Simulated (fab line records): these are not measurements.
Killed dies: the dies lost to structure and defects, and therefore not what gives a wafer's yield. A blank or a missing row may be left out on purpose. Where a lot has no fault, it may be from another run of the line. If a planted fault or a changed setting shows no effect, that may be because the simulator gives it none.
Which tool did it? | flow sky130 | 14 lots, 42 wafers sampled, at 5 steps of a route of 708

## WHAT THE GAUGES SHOWED, per wafer
SKY_SD_N_CD_MEAS_07 targets a cd of 380 nm.
lot  | measured     | on        | cd_nm (nm)
L543 | day 29 02:31 | cd_sem-02 | 379 377 377
L544 | day 29 06:39 | cd_sem-01 | 377 376 378
L545 | day 29 12:50 | cd_sem-02 | 378 379 378
L546 | day 30 07:38 | cd_sem-01 | 384 384 385
L547 | day 30 10:10 | cd_sem-02 | 379 380 379
L548 | day 30 14:32 | cd_sem-01 | 383 383 386
L550 | day 31 16:40 | cd_sem-01 | 376 375 375
L551 | day 31 17:55 | cd_sem-01 | 376 376 375
L552 | day 31 23:22 | cd_sem-02 | 381 383 383
L555 | day 33 03:29 | cd_sem-02 | 380 382 381
L556 | day 33 08:02 | cd_sem-02 | 381 382 381
L561 | day 34 13:04 | cd_sem-01 | 381 380 382
L563 | day 35 08:42 | cd_sem-01 | 378 377 379
L566 | day 36 10:07 | cd_sem-02 | 378 379 380

SKY_SD_N_TW_MEAS_12.
lot  | measured     | on            | SD_N_TW
L543 | day 29 03:04 | film_metro-02 | 4061 4050 4043
L544 | day 29 07:11 | film_metro-04 | 3975 3981 3974
L545 | day 29 13:23 | film_metro-02 | 4042 4052 4032
L546 | day 30 08:12 | film_metro-01 | 3893 3897 3913
L547 | day 30 10:41 | film_metro-04 | 4000 3968 3978
L548 | day 30 15:04 | film_metro-02 | 4070 4035 4042
L550 | day 31 17:11 | film_metro-04 | 4007 3987 4003
L551 | day 31 18:28 | film_metro-01 | 3931 3931 3914
L552 | day 31 23:55 | film_metro-04 | 4029 4035 4018
L555 | day 33 04:03 | film_metro-01 | 3930 3930 3931
L556 | day 33 08:35 | film_metro-01 | 3928 3933 3915
L561 | day 34 13:36 | film_metro-04 | 3985 3943 3942
L563 | day 35 09:14 | film_metro-01 | 3905 3886 3900
L566 | day 36 10:40 | film_metro-01 | 3943 3923 3922

SKY_SD_N_RS_MEAS_18: measures by four-point-probe.
lot  | measured     | on            | RES_XHIGH_RS (ohm/sq)
L543 | day 29 03:35 | film_metro-02 | 334.2 331.5 332.9
L544 | day 29 07:44 | film_metro-02 | 332.6 333.6 331.8
L545 | day 29 13:55 | film_metro-04 | 332.8 332.6 333.2
L546 | day 30 08:44 | film_metro-04 | 332.2 332.3 331.1
L547 | day 30 11:15 | film_metro-02 | 333.1 332.7 332.7
L548 | day 30 15:37 | film_metro-04 | 332.1 333.2 333.0
L550 | day 31 17:45 | film_metro-01 | 334.5 335.0 333.8
L551 | day 31 18:59 | film_metro-04 | 332.5 333.5 331.8
L552 | day 32 00:26 | film_metro-04 | 334.0 334.0 333.6
L555 | day 33 04:34 | film_metro-02 | 345.1 345.6 345.4
L556 | day 33 09:07 | film_metro-04 | 346.5 347.1 345.6
L561 | day 34 14:09 | film_metro-01 | 333.7 335.1 334.9
L563 | day 35 09:47 | film_metro-02 | 334.0 333.0 334.7
L566 | day 36 11:11 | film_metro-01 | 333.5 333.1 334.0

SKY_LI_CONTACT_OVL_MEAS_13.
lot  | measured     | on         | LI_CONTACT_OVL (nm)
L543 | day 30 09:08 | overlay-02 | -6 2 -9
L544 | day 30 13:45 | overlay-01 | -4 -6 -7
L545 | day 30 18:48 | overlay-02 | 12 8 10
L546 | day 31 13:43 | overlay-02 | 11 8 7
L547 | day 31 17:02 | overlay-02 | 10 13 16
L548 | day 31 21:01 | overlay-02 | -7 -9 -7
L550 | day 32 23:35 | overlay-02 | 0 -2 -5
L551 | day 33 00:08 | overlay-02 | -7 -3 -3
L552 | day 33 04:47 | overlay-02 | -5 -10 -5
L555 | day 34 08:32 | overlay-02 | -11 -2 -2
L556 | day 34 13:31 | overlay-02 | -7 -2 2
L561 | day 35 17:50 | overlay-01 | -2 -8 -3
L563 | day 36 13:24 | overlay-01 | -4 -5 -4
L566 | day 37 14:32 | overlay-01 | -1 1 -3

## TOOL THAT RAN EACH LOT (tool first, then ch and the chambers of the sampled wafers, then the start)
lot  | SKY_RES_XHIGH_IMPLANT_07
L543 | implanter-04 ch 0, day 27 21:20
L544 | implanter-04 ch 0, day 28 01:34
L545 | implanter-03 ch 0, day 28 07:25
L546 | implanter-01 ch 0, day 29 02:49
L547 | implanter-04 ch 0, day 29 05:11
L548 | implanter-01 ch 0, day 29 09:05
L550 | implanter-01 ch 0, day 30 12:02
L551 | implanter-01 ch 0, day 30 14:14
L552 | implanter-03 ch 0, day 30 18:16
L555 | implanter-04 ch 0, day 31 23:31
L556 | implanter-04 ch 0, day 32 03:41
L561 | implanter-03 ch 0, day 33 09:05
L563 | implanter-01 ch 0, day 34 05:25
L566 | implanter-03 ch 0, day 35 07:05
- SKY_RES_XHIGH_IMPLANT_07

## WHAT THE TOOLS THEMSELVES READ (means of the sampled wafers that have a number; where no wafer has one, the mark that the record gives instead)
SKY_RES_XHIGH_IMPLANT_07.
lot  | tool         | beam_on_s (s)
L543 | implanter-04 | 46
L544 | implanter-04 | 46
L545 | implanter-03 | 38
L546 | implanter-01 | 39
L547 | implanter-04 | 45
L548 | implanter-01 | 39
L550 | implanter-01 | 39
L551 | implanter-01 | 39
L552 | implanter-03 | 39
L555 | implanter-04 | 46
L556 | implanter-04 | 45
L561 | implanter-03 | 38
L563 | implanter-01 | 39
L566 | implanter-03 | 39

## THE ANSWER, worked out from the rows above alone
Rule: what is usual is taken from the lots themselves. The widest of any qualifying gaps counts: lots, ordered by their means at a reading, are off when they make up no more than a third of the lots, leave a main group of 4 or more, and stand apart from it by 3 or more times the standard deviation of that group's means. The tables above print the reading to a certain number of digits; a main group whose means all agree to those digits is not used. A lot without any number at a reading at which 4 lots or more have one is off too. The other lots that the step has rows for count as sound. The gauges are gone through in route order, then the tools' own readings, and for those a lot's mean is taken as printed above. At the first step where some lot is off, the reading lying furthest off is the one used; lots without a number count as furthest.
Off: L555, L556, at SKY_SD_N_RS_MEAS_18 (RES_XHIGH_RS). Mean 333.2 ohm/sq and standard deviation 0.78 in the main group.
If a tool, at a process step before that reading, ran all the lots that are off and no sound lot after the first of them, it fits. Gauges at SKY_SD_N_RS_MEAS_18: tried the same way as those tools. One candidate fits, namely implanter-04 at SKY_RES_XHIGH_IMPLANT_07. Its last sound lot is L547 (day 29 05:11), its first lot that is off L555 (day 31 23:31): a fault that began between those two fits.

## WHAT THE SIMULATOR PUT IN
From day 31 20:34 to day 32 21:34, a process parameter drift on implanter-04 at SKY_RES_XHIGH_IMPLANT_07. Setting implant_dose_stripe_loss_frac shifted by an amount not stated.
Shown lots that were struck: L555, L556. The rule above found the same.
